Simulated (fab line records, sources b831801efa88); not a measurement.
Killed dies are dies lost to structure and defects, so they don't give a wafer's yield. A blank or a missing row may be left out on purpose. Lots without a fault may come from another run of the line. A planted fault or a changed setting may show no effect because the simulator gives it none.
A struck lot beside a sound one | flow sky130 | 15 steps out of a route of 708
Sound: wafers L154.1, L154.3, L154.6. Struck: wafers L162.1, L162.2, L162.4. The cause comes at the end.
At each step with rows: each side's tool, then ch and its chambers, then its first start. Under that, the readings that differ: sound wafers | struck wafers | difference of the means | sigmas: that difference in standard deviations of wafers without a fault.
alike: readings whose means differ by less than 2 such deviations, and words and numbers that are the same on both sides. not compared: withheld readings, readings that some wafer has no value for, bounds like >300 that may hide the same value, and numbers for which the record gives no deviation and whose values overlap.
The two part at a step that has a row with sigmas, a row that says differs or no value, or rows on one side only. Numbers that don't overlap but have no deviation are shown without sigmas and don't part them. A reading that every wafer of one side lacks parts them only if that side has two wafers or more.

first, 1 step without rows for these wafers: SKY_CONTACT_ETCH_17 (etches SiO2 in C4F8/O2/Ar, stops on Si3N4, target depth 340 nm).
SKY_CONTACT_ETCH_18: etches Si3N4 in CHF3/O2, stops on TiN, time 39 s, target depth 75 nm.
  sound on rie_diel-03 ch 0,1; struck on rie_diel-01 ch 0,1,2
  alike: O2_flow_sccm, drypump_motor_current_A, oes_product_au, throttle_valve_pct
  not compared: rf_hours_counter_h
then, 4 steps without rows for these wafers: SKY_CONTACT_STRIP_19 (strips in O2/N2); SKY_CONTACT_STRIP_20 (strips in post etch residue remover, time 1200 s); SKY_CONTACT_CLEAN_21 (cleans in IPA, time 180 s); SKY_CONTACT_CLEAN_22 (cleans in O3/DIW).
SKY_CONTACT_SPUTTER_23: material TiN, target thk 20 nm, time 80 s.
  sound on pvd_sputter-04, day 32 16:11; struck on pvd_sputter-04, day 35 15:10
  alike: cathode_dc_power_W, chamber_pressure_pa, throttle_valve_pct
SKY_CONTACT_CVD_24: deposits W, target thk 340 nm, time 102.12 s.
  sound on cvd_w-02 ch 0,1, day 32 16:15; struck on cvd_w-02 ch 0,1, day 35 15:13
  alike: heater_power_w
SKY_CONTACT_RS_MEAS_25: measures by four-point-probe.
  sound on film_metro-04, day 32 16:22; struck on film_metro-04, day 35 15:20
  alike: CONTACT_W_RS
SKY_CONTACT_THK_MEAS_26: measures by xrf.
  sound on film_metro-04, day 32 16:29; struck on film_metro-04, day 35 15:27
  alike: CONTACT_W_THK
SKY_CONTACT_CMP_27: polishes, stops on SiO2, t overpolish 15 s, target thk 0 nm.
  sound on cmp-01 ch 1,2,3, day 32 16:32; struck on cmp-02 ch 0,1,2, day 35 15:34
  alike: head_pressure_psi, motor_current_A, overpolish_run_s, time_to_endpoint_s
SKY_METAL1_SPUTTER_00: material Ti, target thk 15 nm, time 10 s.
  sound on pvd_sputter-03, day 32 16:50; struck on pvd_sputter-03, day 35 15:49
  alike: cathode_dc_power_W, chamber_pressure_pa, throttle_valve_pct
SKY_METAL1_SPUTTER_01: material TiN, target thk 20 nm, time 16.7 s.
  sound on pvd_sputter-03, day 32 16:52; struck on pvd_sputter-03, day 35 15:50
  no value came back on the struck wafers for cathode_dc_power_W (W), chamber_pressure_pa (Pa), throttle_valve_pct (%); on the sound wafers cathode_dc_power_W (W) reads 6500.0 6498.6 6499.0
then, 1 step without rows for these wafers: SKY_METAL1_SPUTTER_02 (material AlCu, target thk 250 nm, time 13.3 s).
-- the record jumps here: 13 days lie between the struck wafers' starts before and after (it left off in module METAL1 and takes up again in module PAD_OPEN, whose first step shown is number 708 of the route) --
SKY_PAD_OPEN_PROBE_99:
  sound on prober-01, day 46 15:20; struck on prober-01, day 48 18:28
  reading                      | sound                | struck              | difference | sigmas
  model.etest.met1.line_ohm_um | 0.9538 0.9112 0.9104 | 1.02 1.037 1.032    | +0.10      |
  model.etest.met1.rs_ohm_sq   | 0.1262 0.128 0.1267  | 0.1441 0.1472 0.145 | +0.0185    |
  alike: defect_limited_yield, killed_at_M0_to_M3, killed_at_M4_up, killed_at_contacts, killed_at_front_end, killed_at_other, killed_dies, killed_open, killed_short, sort_bin_3_pad_short, sort_bin_5_function, sort_bin_6_memory, sort_n_pass, sort_yield_pct
  not compared: model.etest.mcon_chain.rc_ohm

WHERE THEY PART
Only at SKY_METAL1_SPUTTER_01, within this record. Later steps at which nothing parts them and some readings are alike: SKY_PAD_OPEN_PROBE_99.

WHY: what the simulator had put in
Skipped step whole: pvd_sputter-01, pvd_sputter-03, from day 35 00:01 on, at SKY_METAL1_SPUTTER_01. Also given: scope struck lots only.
